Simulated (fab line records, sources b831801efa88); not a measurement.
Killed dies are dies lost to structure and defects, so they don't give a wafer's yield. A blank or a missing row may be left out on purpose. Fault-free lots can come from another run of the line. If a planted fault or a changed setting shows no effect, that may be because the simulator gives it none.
Which tool did it? + flow sky130 + 14 lots with 42 wafers sampled at 2 steps, on a route of 708 steps

WHAT THE GAUGES SHOWED, per wafer
SKY_VT_ADJUST_LVTN_OVL_MEAS_07.
| lot  | measured     | on         | VT_ADJUST_LVTN_OVL (nm) |
|------|--------------|------------|-------------------------|
| L513 | day 6 23:50  | overlay-01 | -2.5 1.1 -1.0           |
| L518 | day 8 01:50  | overlay-02 | 1.5 -1.1 -1.9           |
| L517 | day 8 04:27  | overlay-01 | 0.7 -0.6 -0.4           |
| L519 | day 8 13:23  | overlay-02 | 0.2 -0.6 -1.0           |
| L520 | day 8 19:41  | overlay-02 | 1.0 0.5 -1.2            |
| L521 | day 9 03:56  | overlay-02 | 1.9 0.3 -0.1            |
| L522 | day 9 10:20  | overlay-02 | 2.1 2.7 1.4             |
| L525 | day 10 09:50 | overlay-01 | -0.2 -1.6 0.6           |
| L526 | day 10 13:02 | overlay-01 | 1.5 0.2 1.7             |
| L529 | day 11 09:02 | overlay-01 | 4.0 1.7 2.5             |
| L531 | day 11 16:56 | overlay-01 | -1.6 -1.3 -1.7          |
| L532 | day 12 01:11 | overlay-02 | -1.7 0.2 0.4            |
| L535 | day 12 23:35 | overlay-01 | 1.1 2.9 1.8             |
| L536 | day 13 04:20 | overlay-02 | 0.7 0.4 0.9             |

SKY_SONOS_ONO_THK_MEAS_05.
| lot  | measured     | on            | SONOS_ONO_CVD_04_THK (nm) |
|------|--------------|---------------|---------------------------|
| L513 | day 11 20:35 | film_metro-02 | 5.76 5.63 5.65            |
| L518 | day 12 21:57 | film_metro-01 | 5.81 5.89 5.75            |
| L517 | day 13 03:52 | film_metro-01 | 5.81 5.88 5.82            |
| L519 | day 13 14:16 | film_metro-04 | 5.82 5.87 5.93            |
| L520 | day 14 01:13 | film_metro-01 | 5.55 5.63 5.60            |
| L521 | day 14 14:15 | film_metro-04 | 5.85 5.89 5.74            |
| L522 | day 14 16:30 | film_metro-01 | 5.73 5.73 5.68            |
| L525 | day 15 20:56 | film_metro-04 | 5.62 5.55 5.54            |
| L526 | day 15 23:27 | film_metro-02 | 5.75 5.87 5.83            |
| L529 | day 17 06:04 | film_metro-01 | 5.57 5.66 5.62            |
| L531 | day 17 14:24 | film_metro-02 | 5.67 5.73 5.72            |
| L532 | day 17 19:20 | film_metro-01 | 5.76 5.64 5.67            |
| L535 | day 19 01:45 | film_metro-04 | 5.70 5.75 5.79            |
| L536 | day 19 05:31 | film_metro-04 | 5.62 5.61 5.60            |

TOOL THAT RAN EACH LOT (tool first, then ch and the chambers of the sampled wafers, then the start)
The record shows no process step preceding these readings.

AS READ BY THE TOOLS THEMSELVES (means over the sampled wafers that have a number; for cases with no such wafer, the mark the record gives instead)
The record holds no such reading with a usual standard deviation.

THE ANSWER, worked out from the rows above alone
Rule: the usual values come from the lots themselves. Put in order of their means at a reading, lots are off if they are a third of the lots or fewer, leave a main group of 4 or more, and stand apart from it by a gap of 3 or more times the standard deviation of the main group's means; of several such gaps the widest counts. A main group is skipped when, at the precision printed for the reading in the tables above, its means are all equal. A lot without any number at a reading at which 4 lots or more have one is off too. All remaining lots with rows at the step are treated as sound. First the gauges in route order, then the tools' own readings, where a lot's mean is used as printed above. At the first step where some lot is off, the reading lying furthest off is the one used; lots without a number count as furthest.
Across all readings shown, no lot is off: no conclusion can be drawn from this.

WHAT THE SIMULATOR PUT IN
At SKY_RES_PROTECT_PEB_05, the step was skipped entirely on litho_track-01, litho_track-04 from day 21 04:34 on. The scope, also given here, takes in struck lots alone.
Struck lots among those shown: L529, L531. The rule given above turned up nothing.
